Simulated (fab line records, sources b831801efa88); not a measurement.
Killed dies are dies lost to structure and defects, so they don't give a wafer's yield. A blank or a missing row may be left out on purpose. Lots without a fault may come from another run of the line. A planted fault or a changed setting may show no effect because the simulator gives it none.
fab line records | flow sky130
record lots=6 wafers=18 last_day=49
route steps=708 shown SD_N@344 SD_P@359 RES_XHIGH@360 PAD_OPEN@708
lots that met no fault: from a run of the same line without faults
start_h: hours from the record's first day to the start of the lot's first wafer shown | wait_h: hours since the lot's step before | " the same as in the row above | L1.1+2: a row that stands for several wafers | - no value, or no start given | * or withheld: withheld | < > ~ a bound
route shown NAME@n: a module of which the file shows steps, and the number in the route of the first | usual: mean/standard deviation of fault-free wafers | same: alike in all rows | chamber/n: place in a boat | sites: the reading at each site | _std_site: their standard deviation | _edge_site: outer sites' mean less inner sites' | radius_mm: how far each site lies from the wafer's centre | mask NAME#n: copy n | behind: the tool/chamber that last shaped the wafer | hold: why the lot was held/for how many hours/how that ended | device: the transistor (n, p or np) that didn't switch | end of line: the same wafers' tests at the end of the route | a step without rows: its recipe alone | killed: dies lost to structure and defects at the first sort, not the wafer's yield | map: a wafer's dies, x killed, . not, _ none there
set.NAME: the setting as run; set.NAME@STEP: as run at that earlier step | model.NAME: the simulator's own value behind a step, which no gauge read
lots at some steps of the route; a table a step, a row a wafer
services: from which hour (start_h, from the record's first day; less than 0 if before it) a tool's chamber was out of use, for how many hours, and why
## steps
# step SKY_SD_N_COAT_02
# recipe resist=NOVOLAK spin_rpm=3000 resist_thk_nm=1140
# step SKY_SD_N_SOFTBAKE_03
# recipe temp_c=90 time_s=60 resist=NOVOLAK
# step SKY_SD_N_EXPOSE_04
# recipe mask_id=NSDM na=0.6 source_shape=conventional sigma_outer=0.6 polarization=unpolarized target_cd_nm=380 dose_mj=141
# step SKY_SD_N_PEB_05
# recipe temp_c=withheld time_s=* resist=NOVOLAK
# step SKY_SD_N_DEVELOP_06
# recipe resist=NOVOLAK developer=TMAH develop_time_s=60 dev_temp_c=23
# step SKY_SD_N_CD_MEAS_07
# recipe target_cd_nm=380
# usual cd_nm=379.8/2.6
# columns lot.wafer tool chamber start_h wait_h cd_nm
L409.2 cd_sem-02 - 652.16 0.1 376.6
L409.3 " - " " 377.3
L409.6 " - " " 376.9
L412.3 cd_sem-01 - 686.69 0.1 381.8
L412.4 " - " " 384.4
L412.6 " - " " 382.3
L416.1 cd_sem-02 - 714.74 0.1 385.2
L416.4 " - " " 386.7
L416.5 " - " " 385.1
L418.3 cd_sem-01 - 727.69 0.1 375.3
L418.4 " - " " 376.3
L418.6 " - " " 377.5
L426.1 cd_sem-02 - 796.27 0.1 378.1
L426.3 " - " " 376.4
L426.5 " - " " 375.9
L425.1 cd_sem-02 - 799.92 0.1 381.0
L425.4 " - " " 381.9
L425.5 " - " " 381.1
# step SKY_SD_N_OVL_MEAS_08
# usual SD_N_OVL=0.6/1.5
# columns lot.wafer tool chamber start_h wait_h SD_N_OVL[nm]
L409.2 overlay-02 - 652.26 0.1 1.2
L409.3 " - " " 1.5
L409.6 " - " " 2.4
L412.3 overlay-01 - 686.78 0.1 3.2
L412.4 " - " " 3.1
L412.6 " - " " 0.1
L416.1 overlay-01 - 714.86 0.1 1.2
L416.4 " - " " 0.1
L416.5 " - " " -0.1
L418.3 overlay-02 - 727.78 0.1 3.7
L418.4 " - " " 0.8
L418.6 " - " " 1.6
L426.1 overlay-02 - 796.39 0.1 0.2
L426.3 " - " " 2.1
L426.5 " - " " 1.9
L425.1 overlay-01 - 800.04 0.1 0.6
L425.4 " - " " -0.6
L425.5 " - " " -0.6
# step SKY_SD_N_IMPLANT_09
# recipe species=As energy_kev=50 dose_cm2=4e+15 tilt_deg=0
# step SKY_SD_N_IMPLANT_10
# recipe species=P energy_kev=20 dose_cm2=1e+14 tilt_deg=0
# step SKY_SD_N_STRIP_11
# recipe chemistry=O2/N2 power_w=1400 pressure_mtorr=1500 platen_temp_c=withheld o2_flow_sccm=3000 n2_flow_sccm=300 overash_fraction=0.5
# usual drypump_motor_current_A=5.8/0.36 n2_flow_sccm=300.1/0.95 oes_product_au=0.527/0.0043 strip_time_to_endpoint_s=22.54/0.035
# columns lot.wafer tool chamber start_h wait_h drypump_motor_current_A n2_flow_sccm oes_product_au rf_hours_counter_h strip_time_to_endpoint_s
L409.2 plasma_asher-03 0 652.59 0.1 6.5 299.8 0.531 93 22.52
L409.3 " 1 " " 5.8 300.6 0.533 - 22.59
L409.6 " 0 " " 6.5 300.5 0.521 - 22.58
L412.3 plasma_asher-01 1 687.14 0.1 5.7 301.1 0.525 - 22.50
L412.4 " 0 " " 5.1 300.2 0.524 - 22.47
L412.6 " 0 " " 5.1 300.9 0.529 - 22.51
L416.1 plasma_asher-04 1 715.19 0.1 5.9 299.7 0.521 59 22.58
L416.4 " 0 " " 5.7 299.8 0.526 - 22.52
L416.5 " 0 " " 5.7 301.2 0.530 - 22.54
L418.3 plasma_asher-04 0 728.14 0.1 5.7 299.8 0.531 - 22.59
L418.4 " 1 " " 5.9 299.1 0.525 - 22.56
L418.6 " 1 " " 5.9 299.1 0.531 - 22.58
L426.1 plasma_asher-03 1 796.73 0.1 5.8 299.9 0.526 6 22.54
L426.3 " 0 " " 6.5 301.3 0.523 - 22.54
L426.5 " 0 " " 6.5 300.8 0.531 - 22.51
L425.1 plasma_asher-04 1 800.38 0.1 5.9 300.4 0.525 66 22.52
L425.4 " 1 " " 5.9 300.6 0.526 - 22.50
L425.5 " 0 " " 5.7 299.3 0.529 - 22.48
# step SKY_SD_N_TW_MEAS_12
# usual SD_N_TW=3971/41
# columns lot.wafer tool chamber start_h wait_h SD_N_TW
L409.2 film_metro-02 - 652.70 0.1 3919
L409.3 " - " " 3937
L409.6 " - " " 3936
L412.3 film_metro-02 - 687.23 0.1 3925
L412.4 " - " " 3905
L412.6 " - " " 3936
L416.1 film_metro-03 - 715.29 0.1 3986
L416.4 " - " " 3995
L416.5 " - " " 4007
L418.3 film_metro-02 - 728.23 0.1 3901
L418.4 " - " " 3942
L418.6 " - " " 3916
L426.1 film_metro-04 - 796.83 0.1 3907
L426.3 " - " " 3921
L426.5 " - " " 3951
L425.1 film_metro-03 - 800.48 0.1 4003
L425.4 " - " " 3997
L425.5 " - " " 4012
# step SKY_SD_N_CLEAN_13
# recipe chemistry=SC1/SC2 mix=1:4:20 temp_c=70 time_s=150 dry=n2_spin
# step SKY_SD_N_RTA_14
# recipe temp_c=1075 time_s=2 idle_temp_c=650 ramp_up_c_per_s=150 ramp_down_c_per_s=90 ambient=N2
# usual lamp_power_pct=15.74/0.054 wafer_temp_C_max=1078.1/1.5
# columns lot.wafer tool chamber start_h wait_h lamp_power_pct wafer_temp_C_max
L409.2 rtp_anneal-02 0 652.81 0.0 15.78 1080.9
L409.3 " 0 " " 15.71 1077.9
L409.6 " 0 " " 15.68 1078.1
L412.3 rtp_anneal-01 0 687.34 0.0 15.71 1075.2
L412.4 " 0 " " 15.69 1078.6
L412.6 " 0 " " 15.76 1078.2
L416.1 rtp_anneal-01 0 715.40 0.0 15.83 1088.8
L416.4 " 0 " " 15.85 1092.5
L416.5 " 0 " " 15.95 1093.3
L418.3 rtp_anneal-01 0 728.34 0.0 15.87 1091.8
L418.4 " 0 " " 15.91 1088.4
L418.6 " 0 " " 15.78 1094.0
L426.1 rtp_anneal-02 0 796.94 0.0 15.65 1079.8
L426.3 " 0 " " 15.70 1077.1
L426.5 " 0 " " 15.67 1077.0
L425.1 rtp_anneal-01 0 800.64 0.0 15.66 1076.7
L425.4 " 0 " " 15.72 1078.0
L425.5 " 0 " " 15.77 1077.8
# step SKY_SD_N_RS_MEAS_16
# recipe thk_meas_gauge=four-point-probe
# usual SD_N_RS=68.54/0.13
# columns lot.wafer tool chamber start_h wait_h SD_N_RS[ohm/sq]
L409.2 film_metro-04 - 653.00 0.1 68.46
L409.3 " - " " 68.66
L409.6 " - " " 68.62
L412.3 film_metro-03 - 687.53 0.1 68.56
L412.4 " - " " 68.65
L412.6 " - " " 68.59
L416.1 film_metro-03 - 715.58 0.1 66.45
L416.4 " - " " 66.42
L416.5 " - " " 66.48
L418.3 film_metro-03 - 728.53 0.1 66.39
L418.4 " - " " 66.48
L418.6 " - " " 66.42
L426.1 film_metro-02 - 797.11 0.1 68.82
L426.3 " - " " 68.58
L426.5 " - " " 68.72
L425.1 film_metro-02 - 800.81 0.1 68.40
L425.4 " - " " 68.57
L425.5 " - " " 68.46
# step SKY_SD_N_RS_MEAS_17
# recipe thk_meas_gauge=four-point-probe
# usual SD_P_RS=147.0/0.41
# columns lot.wafer tool chamber start_h wait_h SD_P_RS[ohm/sq]
L409.2 film_metro-04 - 653.12 0.1 147.0
L409.3 " - " " 146.7
L409.6 " - " " 147.1
L412.3 film_metro-03 - 687.65 0.1 146.8
L412.4 " - " " 147.3
L412.6 " - " " 147.2
L416.1 film_metro-03 - 715.70 0.1 136.7
L416.4 " - " " 136.8
L416.5 " - " " 136.8
L418.3 film_metro-03 - 728.65 0.1 136.6
L418.4 " - " " 137.3
L418.6 " - " " 136.9
L426.1 film_metro-02 - 797.23 0.1 147.2
L426.3 " - " " 147.0
L426.5 " - " " 147.5
L425.1 film_metro-02 - 800.93 0.1 146.7
L425.4 " - " " 146.8
L425.5 " - " " 146.6
# step SKY_SD_N_RS_MEAS_18
# recipe thk_meas_gauge=four-point-probe
# usual RES_XHIGH_RS=333.1/1.3
# columns lot.wafer tool chamber start_h wait_h RES_XHIGH_RS[ohm/sq]
L409.2 film_metro-04 - 653.24 0.1 331.5
L409.3 " - " " 333.2
L409.6 " - " " 331.5
L412.3 film_metro-03 - 687.77 0.1 333.4
L412.4 " - " " 333.6
L412.6 " - " " 333.2
L416.1 film_metro-03 - 715.82 0.1 329.8
L416.4 " - " " 330.5
L416.5 " - " " 330.2
L418.3 film_metro-03 - 728.77 0.1 330.7
L418.4 " - " " 331.0
L418.6 " - " " 331.8
L426.1 film_metro-02 - 797.35 0.1 335.9
L426.3 " - " " 335.0
L426.5 " - " " 334.2
L425.1 film_metro-02 - 801.05 0.1 332.8
L425.4 " - " " 331.8
L425.5 " - " " 332.2
# step SKY_PAD_OPEN_PROBE_99
# usual killed_at_M0_to_M3=42/6.4 killed_at_M4_up=3.0/2 killed_at_contacts=24/5.2 killed_at_front_end=14/4.2 killed_at_other=0.4/0.72 killed_dies=84/9 killed_open=46/6.6 killed_short=38/6
# same gross_dies=492 killed_at_back_side=0
# columns lot.wafer tool chamber start_h wait_h killed_at_M0_to_M3 killed_at_M4_up killed_at_contacts killed_at_front_end killed_at_other killed_dies killed_open killed_short model.etest.res_xhigh_po.line_ohm_um model.etest.res_xhigh_po.rs_ohm_sq model.etest.pfet_01v8.r_on_ohm_um model.etest.res_pdiff.line_ohm_um model.etest.res_high_po.line_ohm_um model.etest.licon_high_po.rc_ohm model.etest.res_ndiff.line_ohm_um model.etest.res_high_po.rs_ohm_sq
L412.3 prober-01 - 1106.41 0.2 35 1 25 20 0 81 47 34 6108 2114 2850 1388 789.4 365.1 766.9 274.2
L412.4 prober-01 - 1106.46 0.2 43 5 20 13 1 82 40 41 5964 2087 2824 1396 780 373.4 779.7 267.1
L412.6 prober-01 - 1106.56 0.2 39 2 23 12 0 76 40 36 5836 2040 2818 1385 780.6 348.1 766.5 269.3
L416.1 prober-01 - 1125.38 0.1 27 5 23 16 1 72 38 33 5092 1806 2677 1261 698.4 302.2 735.9 245
L416.4 prober-01 - 1125.53 0.2 50 0 13 18 0 81 43 38 4912 1719 2729 1254 683.6 299.9 723.1 239.2
L416.5 prober-01 - 1125.58 0.2 39 1 27 15 0 82 45 37 5142 1818 2702 1253 711.1 317.9 737.9 246.7
L418.3 prober-01 - 1133.62 0.2 35 9 20 18 0 82 46 36 5117 1784 2765 1253 676.6 302.5 733.5 238.5
L418.4 prober-01 - 1133.67 0.2 40 5 21 18 0 84 50 34 5198 1793 2723 1300 685 295.8 749.3 240.4
L418.6 prober-01 - 1133.77 0.2 43 5 29 19 0 96 51 45 5240 1812 2727 1295 684 306.6 745.1 241.3
L426.1 prober-01 - 1181.00 0.1 39 4 25 25 0 93 41 51 5704 2023 2839 1332 735 333.4 776 258.3
L426.3 prober-01 - 1181.10 0.2 49 5 23 16 0 93 52 41 5750 2024 2927 1294 745.7 335.6 769 260.9
L426.5 prober-01 - 1181.20 0.2 41 2 22 12 0 77 58 18 5739 2015 2885 1338 737.5 346.6 767.3 259.1
L425.1 prober-02 - 1183.58 0.1 27 3 20 10 0 60 31 29 5640 1968 2905 1407 750.1 351.9 772 262.1
L425.4 prober-02 - 1183.73 0.2 47 0 30 9 0 86 46 40 5682 1980 2876 1418 760.6 352.2 766.9 267.1
L425.5 prober-02 - 1183.78 0.2 49 0 29 10 1 89 46 42 5711 1982 2879 1419 761.5 348.4 768.9 264.4
# killed by level:class
L412.3 CONTACT:geometric_particle:open=10 VIA1:geometric_particle:open=10 VIA1:geometric_particle:short=8 POLY_GATE:geometric_particle:open=6 LI_CONTACT:geometric_particle:open=6 LOCAL_INTERCONNECT:geometric_particle:short=6 FIELD_ISO:geometric_particle:open=5 FIELD_ISO:geometric_particle:short=5
L412.4 CONTACT:geometric_particle:open=8 VIA3:geometric_particle:open=7 METAL2:geometric_particle:short=6 VIA1:geometric_particle:short=6 VIA2:geometric_particle:open=6 VIA1:geometric_particle:open=5 POLY_GATE:geometric_particle:open=4 LI_CONTACT:geometric_particle:open=4
L412.6 LI_CONTACT:geometric_particle:open=10 VIA2:geometric_particle:open=7 CONTACT:geometric_particle:short=6 VIA3:geometric_particle:open=6 CONTACT:geometric_particle:open=5 VIA3:geometric_particle:short=5 METAL3:geometric_particle:short=4 METAL1:geometric_particle:short=4
L416.1 FIELD_ISO:geometric_particle:short=8 CONTACT:geometric_particle:open=8 LI_CONTACT:geometric_particle:open=6 CONTACT:geometric_particle:short=6 METAL2:geometric_particle:short=6 VIA1:geometric_particle:open=5 VIA3:geometric_particle:open=5 METAL1:geometric_particle:open=4
L416.4 VIA2:geometric_particle:open=9 METAL1:geometric_particle:short=6 VIA1:geometric_particle:open=6 METAL2:geometric_particle:short=5 VIA3:geometric_particle:short=5 FIELD_ISO:geometric_particle:short=4 FIELD_ISO:geometric_particle:open=4 POLY_GATE:geometric_particle:open=4
L416.5 CONTACT:geometric_particle:open=9 LI_CONTACT:geometric_particle:open=8 VIA2:geometric_particle:open=7 CONTACT:geometric_particle:short=6 VIA3:geometric_particle:open=6 FIELD_ISO:geometric_particle:short=5 METAL1:geometric_particle:open=4 POLY_GATE:geometric_particle:short=4
L418.3 LI_CONTACT:geometric_particle:open=7 VIA3:geometric_particle:open=7 METAL4:geometric_particle:short=6 POLY_GATE:geometric_particle:short=6 CONTACT:geometric_particle:open=6 VIA1:geometric_particle:open=6 METAL2:geometric_particle:short=5 VIA2:geometric_particle:open=5
L418.4 LI_CONTACT:geometric_particle:open=9 VIA3:geometric_particle:open=9 VIA2:geometric_particle:open=7 VIA1:geometric_particle:open=6 METAL2:geometric_particle:short=5 POLY_GATE:geometric_particle:open=4 CONTACT:geometric_particle:open=4 CONTACT:geometric_particle:short=4
L418.6 LI_CONTACT:geometric_particle:open=10 VIA2:geometric_particle:open=10 CONTACT:geometric_particle:open=8 VIA1:geometric_particle:open=8 FIELD_ISO:geometric_particle:short=6 VIA1:geometric_particle:short=6 LOCAL_INTERCONNECT:geometric_particle:short=5 CONTACT:geometric_particle:short=5
L426.1 CONTACT:geometric_particle:open=12 VIA1:geometric_particle:open=8 VIA3:geometric_particle:short=7 FIELD_ISO:geometric_particle:short=6 CONTACT:geometric_particle:short=5 VIA2:geometric_particle:short=5 VIA3:geometric_particle:open=5 POLY_GATE:geometric_particle:short=4
L426.3 VIA1:geometric_particle:open=11 LI_CONTACT:geometric_particle:open=8 CONTACT:geometric_particle:open=7 VIA2:geometric_particle:open=7 VIA3:geometric_particle:open=6 METAL2:geometric_particle:short=5 POLY_GATE:geometric_particle:short=4 METAL1:geometric_particle:short=4
L426.5 VIA1:geometric_particle:open=17 LI_CONTACT:geometric_particle:open=7 CONTACT:geometric_particle:open=7 VIA2:geometric_particle:open=6 VIA3:geometric_particle:open=5 POLY_GATE:geometric_particle:open=4 FIELD_ISO:geometric_particle:open=3 LOCAL_INTERCONNECT:geometric_particle:open=3
L425.1 VIA1:geometric_particle:open=6 METAL1:geometric_particle:short=6 LI_CONTACT:geometric_particle:open=5 CONTACT:geometric_particle:open=5 METAL2:geometric_particle:short=5 CONTACT:geometric_particle:short=4 FIELD_ISO:geometric_particle:short=3 POLY_GATE:geometric_particle:open=3
L425.4 VIA1:geometric_particle:open=13 VIA2:geometric_particle:open=8 LOCAL_INTERCONNECT:geometric_particle:short=7 VIA3:geometric_particle:open=7 CONTACT:geometric_particle:short=6 CONTACT:geometric_particle:open=6 METAL2:geometric_particle:short=6 LI_CONTACT:geometric_particle:short=5
L425.5 VIA1:geometric_particle:open=8 CONTACT:geometric_particle:open=8 METAL1:geometric_particle:short=8 VIA1:geometric_particle:short=8 VIA3:geometric_particle:open=8 LI_CONTACT:geometric_particle:open=7 METAL2:geometric_particle:short=5 FIELD_ISO:geometric_particle:short=4
## services
# columns tool chamber start_h hours kind
plasma_asher-01 - 659.03 2.8 pm
plasma_asher-03 - 733.75 9.0 pm
plasma_asher-03 0 733.75 9.0 vent_cycle
plasma_asher-03 1 733.75 9.0 vent_cycle
plasma_asher-03 0 742.75 - clean
plasma_asher-03 1 742.75 - clean
plasma_asher-04 - 764.56 15.6 pm
## key
first_sign step=SKY_SD_N_RTA_14 reading=wafer_temp_C_max direction=up sigmas=9.1 usual=* struck=*
effect step=SKY_SD_N_RTA_14 reading=lamp_power_pct direction=up sigmas=2.3 usual=15.74 struck=15.86
effect step=SKY_SD_N_RS_MEAS_16 reading=SD_N_RS direction=down sigmas=17 usual=68.54 struck=66.44
effect step=SKY_SD_N_RS_MEAS_17 reading=SD_P_RS direction=down sigmas=25 usual=147.0 struck=136.9
model_effect step=SKY_PAD_OPEN_PROBE_99 value=etest.res_xhigh_po.line_ohm_um without=5711 struck=5117
met_at SKY_SD_N_RTA_14
struck_wafers L416.1,L416.4,L416.5,L418.3,L418.4,L418.6
tester_left_out L416,L418
onset_between 687.34 715.40
fault kind=process_parameter_drift tool=rtp_anneal-01 chamber=- onset_h=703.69 steps=SKY_SD_N_RTA_14 channel=temp_c offset=* shape=step end_h=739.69 acts_in=* stated=*
# tester_left_out: of these lots the tester's yield and bins aren't shown, on N5 and GAA mostly nor the transistor test; their killed dies are dies lost to structure and defects alone, not to doping, threshold or leakage, so they don't give the yield
